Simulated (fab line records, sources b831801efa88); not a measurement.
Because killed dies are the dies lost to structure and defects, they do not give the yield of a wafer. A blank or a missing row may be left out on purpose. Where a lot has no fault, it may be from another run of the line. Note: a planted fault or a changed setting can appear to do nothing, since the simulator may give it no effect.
A lot that was struck, set against a sound lot | flow sky130 | 14 out of 708 route steps
Sound: wafers L813.1, L813.2, L813.5. Wafers struck: L815.1, L815.4, L815.6. The cause comes at the end.
At each step with rows: each side's tool, then ch and its chambers, then its first start. Under that, the readings that differ: sound wafers | struck wafers | difference of the means | sigmas: that difference in standard deviations of wafers without a fault.
alike: same words and numbers on both sides, and readings whose means sit less than 2 such deviations apart. not compared: any withheld reading, any reading some wafer has no value for, any bound like >300 that may hide the same value, and any number with overlapping values for which the record gives no deviation.
The two part at a step that has a row with sigmas, a row that says differs or no value, or rows on one side only. Numbers that have no deviation but don't overlap get no sigmas and don't part them. A reading that every wafer of one side lacks parts them only if that side has two wafers or more.

first, 2 steps without rows for these wafers: SKY_NWELL_PEB_08; SKY_NWELL_DEVELOP_09 (develop time 60 s).
SKY_NWELL_OVL_MEAS_10:
  sound on overlay-01 at day 5 08:46; struck on overlay-02 at day 6 00:11
  alike: NWELL_00_OVL
then, 3 steps without rows for these wafers: SKY_NWELL_IMPLANT_11; SKY_NWELL_IMPLANT_12; SKY_NWELL_IMPLANT_13.
SKY_NWELL_STRIP_14: strips in O2/N2.
  sound on plasma-asher-01 ch 0,1, day 5 09:15; struck on plasma-asher-02 ch 0,1, day 6 00:40
  alike: drypump-motor-current-A, oes-product-au, strip-time-to-endpoint-s
  not compared: rf-hours-counter-h
SKY_NWELL_TW_MEAS_15:
  sound on film-metro-02 at day 5 09:24; struck on film-metro-02 at day 6 00:46
  alike: NWELL_TW
then, 4 steps without rows for these wafers: SKY_NWELL_DEHYDRATE_16 (time 60 s); SKY_NWELL_HMDS_17 (prime time 60 s); SKY_NWELL_COAT_18 (resist thk 3000 nm); SKY_NWELL_SOFTBAKE_19.
SKY_NWELL_EXPOSE_20: exposes mask NWM COMPLEMENT, target cd 840 nm.
  sound on iline-stepper-02 ch 0, day 5 19:05; struck on iline-stepper-02 ch 0, day 6 10:16
  reading | sound                                              | struck                                                      | difference | sigmas
  mask    | NWM_COMPLEMENT#0 NWM_COMPLEMENT#0 NWM_COMPLEMENT#0 | NWM_COMPLEMENT_R1#0 NWM_COMPLEMENT_R1#0 NWM_COMPLEMENT_R1#0 | differs    |
after that, 1 step had no rows for these wafers: SKY_NWELL_PEB_21.

WHERE THEY PART
Only at SKY_NWELL_EXPOSE_20, as far as this record shows.

WHY: what had been put in by the simulator
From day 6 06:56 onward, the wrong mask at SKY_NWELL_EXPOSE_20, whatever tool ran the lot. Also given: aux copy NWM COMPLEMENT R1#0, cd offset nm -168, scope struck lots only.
